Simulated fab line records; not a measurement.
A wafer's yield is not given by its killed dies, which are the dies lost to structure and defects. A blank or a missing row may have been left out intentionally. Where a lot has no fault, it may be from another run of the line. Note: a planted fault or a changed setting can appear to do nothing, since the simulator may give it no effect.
The tool behind it: which one? ; flow sfq-line ; 14 lots (42 wafers sampled), 1 step of a 325-step route

## WHAT EACH GAUGE READ, for each wafer
Not one reading of a measure or inspect step in the record can be checked against a usual standard deviation.

## WHICH TOOL RAN EACH LOT (tool, then ch and the chambers of the sampled wafers, then the start)
lot;SFQ_TRILAYER_I0_DEP_PECVD_027
L164;pecvd-02 ch 0,1, day 5 15:50
L165;pecvd-01 ch 0,1, day 5 19:26
L166;pecvd-01 ch 0,1, day 5 23:02
L169;pecvd-02 ch 0,1,2, day 7 03:56
L170;pecvd-02 ch 0,1, day 7 09:53
L171;pecvd-02 ch 0,1,2, day 7 14:41
L172;pecvd-01 ch 0,1,2, day 7 19:31
L173;pecvd-02 ch 0,1,2, day 8 03:56
L175;pecvd-01 ch 0,1,2, day 10 02:55
L178;pecvd-02 ch 0,1, day 11 01:44
L180;pecvd-02 ch 0,1, day 11 08:55
L181;pecvd-04 ch 0,2, day 12 06:05
L184;pecvd-01 ch 0,2, day 12 20:28
L187;pecvd-01 ch 0,1,2, day 13 15:47
- SFQ_TRILAYER_I0_DEP_PECVD_027: deposits SiO2 from SiH4/N2O, time 111.11 s, target thk 500 nm.

## AS READ BY THE TOOLS THEMSELVES (means over the sampled wafers that have a number; for cases with no such wafer, the mark the record gives instead)
SFQ_TRILAYER_I0_DEP_PECVD_027.
lot;tool;heater-power-w (W);rf-fwd-power-W (W);throttle-valve-pct (%)
L164;pecvd-02;88;182.6;24.5
L165;pecvd-01;62;182.4;24.4
L166;pecvd-01;67;182.3;23.5
L169;pecvd-02;94;181.4;24.2
L170;pecvd-02;100;181.6;24.1
L171;pecvd-02;86;181.8;24.2
L172;pecvd-01;75;182.1;24.2
L173;pecvd-02;81;182.3;24.4
L175;pecvd-01;79;182.6;24.7
L178;pecvd-02;83;211.4;24.5
L180;pecvd-02;73;210.7;24.5
L181;pecvd-04;98;181.8;26.6
L184;pecvd-01;86;182.5;24.4
L187;pecvd-01;80;181.8;25.0

## THE ANSWER, worked out from the rows above alone
Rule: the usual values come from the lots themselves. Put in order of their means at a reading, lots are off if they are a third of the lots or fewer, leave a main group of 4 or more, and stand apart from it by a gap of 3 or more times the standard deviation of the main group's means; of several such gaps the widest counts. Not used: any main group whose means are identical at the precision the tables above print for the reading. Also off: a lot with no number at a reading for which 4 or more lots have one. All remaining lots with rows at the step are treated as sound. The gauges are gone through in route order, then the tools' own readings, and for those a lot's mean is taken as printed above. The first step at which some lot is off is used, and at that step the reading that is off furthest; a lot without a number counts as furthest.
Off: L178, L180 (SFQ_TRILAYER_I0_DEP_PECVD_027, rf-fwd-power-W). The main group has a mean of 182.1 W with a standard deviation of 0.39.
If a tool, at that step or one of the process steps before it, ran each lot that is off and ran no sound lot following the first of them, it fits. One candidate fits, namely pecvd-02 at SFQ_TRILAYER_I0_DEP_PECVD_027. Its last sound lot is L173 (day 8 03:56), its first lot that is off L178 (day 11 01:44): a fault that began between those two fits.
On the lots that are off, the tool's own readings at SFQ_TRILAYER_I0_DEP_PECVD_027 differ by more than 5 times the standard deviation of the sound lots' means, which bears it out; rf-fwd-power-W reads 211.1 W there versus 182.1 W on the sound lots.

## WHAT THE SIMULATOR HAD INSERTED
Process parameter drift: pecvd-02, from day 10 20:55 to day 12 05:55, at SFQ_TRILAYER_I0_DEP_PECVD_027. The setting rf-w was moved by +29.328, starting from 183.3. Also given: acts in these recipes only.
Shown lots that were struck: L178, L180. Same finding as the rule above.
